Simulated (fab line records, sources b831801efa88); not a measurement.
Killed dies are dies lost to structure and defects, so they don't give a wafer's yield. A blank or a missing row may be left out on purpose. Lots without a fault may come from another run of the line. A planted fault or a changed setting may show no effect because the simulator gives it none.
Chamber matching | flow sfq_line | SFQ_TRILAYER_I1_CMP_CMP_046 on cmp-01: 4 sister chambers
The step polishes SiO2. 8 wafers are shown with their chamber, then 7 later ones without.

WAFERS WITH THEIR CHAMBER
wafer  | chamber | motor_current_A (A) | time_to_endpoint_s (s)
L936.1 | 0       | 11.0                | 218
L936.4 | 2       | 9.9                 | 210
L938.1 | 0       | 11.5                | 219
L938.3 | 1       | 9.7                 | 205
L940.2 | 2       | 10.9                | 207
L940.5 | 3       | 9.2                 | 210
L944.2 | 1       | 9.7                 | 208
L944.3 | 3       | 9.0                 | 202

WAFERS WITHOUT THEIR CHAMBER
wafer  | motor_current_A (A) | time_to_endpoint_s (s)
L944.4 | 11.3                | 229
L945.2 | 9.5                 | 193
L945.5 | 9.2                 | 202
L945.6 | 10.9                | 201
L950.4 | 9.2                 | 219
L950.5 | 11.1                | 183
L950.6 | 9.7                 | 220

WHICH CHAMBER EACH WENT THROUGH
wafer  | from the rows above               | in truth
L944.4 | 0                                 | 0
L945.2 | can't be placed: 3 or 1 or 2      | 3
L945.5 | can't be placed: 3 or 1           | 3
L945.6 | can't be placed: 2 or 1           | 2
L950.4 | can't be placed: 3 or 1 or 2 or 0 | 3
L950.5 | can't be placed: 1 or 2 or 3      | 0
L950.6 | can't be placed: 0 or 2 or 1 or 3 | 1
Placed correctly: 1 of 7. Can't be placed from these rows: 6 (the true chamber is among the candidates in 5). Placed wrongly: 0.
How it was worked out, from the rows above alone: a wafer's distance from a chamber is the root of the sum, over the readings, of the square of ((its reading less the chamber's mean) divided by the reading's scatter). The wafer belongs to the nearest chamber; if the next one is less than 2 further off, it can't be placed. A chamber's mean is the mean of its shown wafers. The scatter: the root of (the sum of the squares of (reading less its chamber's mean) over the shown wafers, divided by (wafers less chambers)).
